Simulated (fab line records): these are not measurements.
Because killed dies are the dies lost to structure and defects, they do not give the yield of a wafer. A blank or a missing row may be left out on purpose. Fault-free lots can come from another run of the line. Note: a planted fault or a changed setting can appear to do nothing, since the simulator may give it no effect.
Matching of chambers | flow sky130 | SKY_FIELD_ISO_ETCH_14 on rie_diel-02: 4 sister chambers
The step etches BARC in N2/H2, stops on SiO2, time 45.9 s, target depth 60 nm. 4 wafers are shown with their chamber, then 8 later ones without.

== EACH WAFER AND ITS CHAMBER ==
wafer  | chamber | drypump_motor_current_A (A)
L078.5 | 2       | 5.6
L083.4 | 3       | 5.2
L083.6 | 0       | 5.4
L087.1 | 1       | 5.9

== WAFERS MISSING THEIR CHAMBER ==
wafer  | drypump_motor_current_A (A)
L087.4 | 5.3
L087.6 | 5.4
L088.2 | 5.5
L088.3 | 5.2
L088.6 | 5.9
L094.2 | 5.4
L094.4 | 5.2
L094.5 | 5.2

== WHICH CHAMBER EACH ONE RAN IN ==
wafer  | from the rows above     | in truth
L087.4 | can't be placed: 3 or 0 | 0
L087.6 | 0                       | 0
L088.2 | can't be placed: 0 or 2 | 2
L088.3 | 3                       | 3
L088.6 | 1                       | 1
L094.2 | 0                       | 0
L094.4 | 3                       | 3
L094.5 | 3                       | 3
Correctly placed: 6 of 8. Can't be placed from these rows: 2 (the true chamber is among the candidates in 2). Placed wrongly: 0.
How it was worked out, from the rows above alone: a wafer's distance from a chamber is the root of the sum, over the readings, of the square of ((its reading less the chamber's mean) divided by the reading's scatter). The wafer belongs to the nearest chamber; if the next one is less than 2 further off, it can't be placed. A chamber's mean is the mean of its shown wafers. The scatter (one wafer shown for each chamber): square how far every hidden wafer sits from the nearest shown wafer, average those squares and take the square root.
